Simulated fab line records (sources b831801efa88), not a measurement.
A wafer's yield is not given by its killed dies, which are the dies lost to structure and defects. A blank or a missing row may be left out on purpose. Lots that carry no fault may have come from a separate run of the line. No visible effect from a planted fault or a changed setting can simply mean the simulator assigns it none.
Which tool was responsible? ; flow sky130 ; at 1 step of a route of 708, 6 lots with 17 wafers sampled

## WHAT EACH GAUGE READ, for each wafer
SKY_VT_ADJUST_LVTN_OVL_MEAS_18.
lot;measured;on;VT_ADJUST_LVTN_01_OVL (nm)
L749;day 8 09:34;overlay-02;-0.3 -1.8 -2.0
L753;day 9 08:23;overlay-02;-3.0 -0.3 -0.5
L754;day 9 21:50;overlay-01;-2.5 -2.4 0.0
L764;day 12 02:59;overlay-01;-0.1 0.3
L768;day 13 11:34;overlay-02;-1.8 -0.1 1.3
L770;day 14 01:55;overlay-01;-1.0 -0.9 -0.9

## WHAT TOOL EACH LOT RAN ON (gives the tool, then ch and the chambers of the sampled wafers, and finally the start)
Before these readings, the record contains no process step.

## THE ANSWER, worked out from the rows above alone
Rule: the usual values come from the lots themselves. The widest of any qualifying gaps counts: lots, ordered by their means at a reading, are off when they make up no more than a third of the lots, leave a main group of 4 or more, and stand apart from it by 3 or more times the standard deviation of that group's means. The tables above print the reading to a certain number of digits; a main group whose means all agree to those digits is not used. Also off: a lot with no number at a reading for which 4 or more lots have one. Any other lot the step has rows for is counted as sound.
No lot is off on any of the readings shown, so nothing can be concluded from this.

## WHAT THE SIMULATOR HAD PUT IN
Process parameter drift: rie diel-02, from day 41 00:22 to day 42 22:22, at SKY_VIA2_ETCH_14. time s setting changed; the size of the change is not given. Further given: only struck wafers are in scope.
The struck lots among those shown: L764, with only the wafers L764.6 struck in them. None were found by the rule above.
